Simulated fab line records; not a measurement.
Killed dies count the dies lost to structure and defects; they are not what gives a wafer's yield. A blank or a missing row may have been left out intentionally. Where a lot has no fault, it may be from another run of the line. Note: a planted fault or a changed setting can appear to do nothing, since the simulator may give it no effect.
One fault through the eyes of 2 desks -- flow sky130 -- numbers are kept per desk, each desk with only its own; the story behind them comes last

## FOR THE TOOL OWNER'S DESK: implanter-02
For each lot that ran on this tool, the mean over its sampled wafers that have a number, from the tool's own readings at SKY_NWELL_IMPLANT_11. Any lot whose mean is over 4 standard deviations away from the usual mean is out of limits and marked OUT; that distance is given in the brackets.
Columns: A = end station pressure torr at SKY_NWELL_IMPLANT_11, usual 5.06e-06 Torr
lot,first seen here,A
L622,day 4 19:14,5.44e-06
L623,day 4 22:01,4.94e-06
L624,day 5 05:16,5.09e-06
L626,day 5 18:01,5.36e-06
L627,day 6 00:32,5.09e-06
L631,day 7 03:40,5.02e-06
This desk's verdict: no lot among the 6 shows anything out of limits.

## FROM THE METROLOGY DESK
Means of the sampled wafers that have a number, per lot and without regard to the tool the lot ran on: this is what the gauges read. Any lot whose mean is over 4 standard deviations away from the usual mean is out of limits and marked OUT; that distance is given in the brackets.
Columns: A = cd nm at SKY_FIELD_ISO_CD_MEAS_13, usual 149.8 nm; B = NWELL_RS at SKY_NWELL_RS_MEAS_29, usual 624.8 ohm/sq
lot,first seen here,A,B
L621,day 2 04:53,150.3,624.5
L622,day 2 11:10,150.7,623.8
L623,day 2 14:37,149.6,626.0
L624,day 2 22:01,147.8,624.5
L625,day 3 01:23,147.5,627.1
L626,day 3 07:08,151.1,625.0
L627,day 3 11:07,150.6,624.0
L631,day 4 09:38,148.8,653.8 (+17) OUT
L638,day 5 23:45,151.6,621.8
L644,day 7 05:01,150.6,624.3
Finding of this desk: L631 out of limits, first seen on L631 at day 8 00:23 (NWELL_RS at SKY_NWELL_RS_MEAS_29). L621, L622, L623, L624, L625, L626, L627, L638, L644 stayed within limits.

## PUT TOGETHER
At day 8 00:23 the metrology desk could have sounded an alarm, on L631.
Nothing out of limits was seen by the tool owner's desk.
On record at the tool owner's desk: L631, within its limits.
Every lot named ran SKY_NWELL_IMPLANT_11 on implanter-02.

## WHAT HAD BEEN PUT IN BY THE SIMULATOR
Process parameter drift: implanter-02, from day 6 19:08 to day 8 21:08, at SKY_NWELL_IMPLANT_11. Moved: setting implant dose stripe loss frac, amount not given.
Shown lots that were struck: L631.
Delay in hours, fault start to first out-of-limits reading, per desk: metrology desk 29.
